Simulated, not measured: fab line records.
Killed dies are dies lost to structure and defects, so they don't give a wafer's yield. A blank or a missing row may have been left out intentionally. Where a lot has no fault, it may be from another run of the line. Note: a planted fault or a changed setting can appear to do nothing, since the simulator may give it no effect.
Matching of chambers | flow gf180mcu | rie diel-03 running GF_CONTACT_ETCH_17: 4 sister chambers
The step etches SiO2 in C4F8/O2/Ar, stops on CoSi2, target depth 860 nm. 14 wafers are shown with their chamber, then 7 later ones without.

== WAFERS PAIRED WITH THEIR CHAMBERS ==
wafer  | chamber | oes product au (a.u.) | bias w (W)
L871.1 | 1       | 0.818                 | 1198
L871.4 | 3       | 0.826                 | 1200
L871.6 | 2       | 0.813                 | 1196
L874.1 | 0       | 0.809                 | 1200
L874.2 | 1       | 0.816                 | 1200
L874.6 | 0       | 0.810                 | 1199
L877.1 | 3       | 0.819                 | 1194
L877.4 | 2       | 0.813                 | 1196
L877.6 | 3       | 0.815                 | 1195
L878.1 | 3       | 0.814                 | 1201
L878.5 | 2       | 0.813                 | 1200
L878.6 | 1       | 0.813                 | 1195
L882.1 | 2       | 0.818                 | 1202
L882.2 | 3       | 0.817                 | 1201

SIGNATURES (means of the wafers above)
reading        | chamber 0 | chamber 1 | chamber 2 | chamber 3 | scatter within a chamber
oes product au | 0.80950   | 0.81567   | 0.81425   | 0.81820   | 0.0035
bias w         | 1199.50   | 1197.67   | 1198.50   | 1198.20   | 2.95
Rule: distance of a wafer from a chamber = root of the sum over the readings of ((wafer's reading minus chamber's mean) / reading's scatter) squared. The wafer belongs to the nearest chamber; if the next one is less than 2 further off, it can't be placed. The scatter: the root of (the sum of the squares of (reading less its chamber's mean) over the shown wafers, divided by (wafers less chambers)).

== WAFERS MISSING THEIR CHAMBER ==
wafer  | oes product au (a.u.) | bias w (W)
L882.4 | 0.815                 | 1203
L889.4 | 0.813                 | 1198
L889.5 | 0.811                 | 1199
L889.6 | 0.808                 | 1200
L894.1 | 0.815                 | 1195
L894.3 | 0.818                 | 1199
L894.6 | 0.819                 | 1200

== CHAMBER TAKEN BY EACH ==
wafer  | from the rows above               | in truth
L882.4 | can't be placed: 2 or 1 or 3 or 0 | 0
L889.4 | can't be placed: 2 or 1 or 0 or 3 | 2
L889.5 | can't be placed: 0 or 2 or 1 or 3 | 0
L889.6 | can't be placed: 0 or 2 or 1      | 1
L894.1 | can't be placed: 1 or 2 or 3 or 0 | 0
L894.3 | can't be placed: 3 or 1 or 2      | 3
L894.6 | can't be placed: 3 or 1 or 2      | 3
Placed correctly: 0 of 7. These rows do not allow placing 7 (true chamber among the candidates in 7). Number placed wrongly: 0.
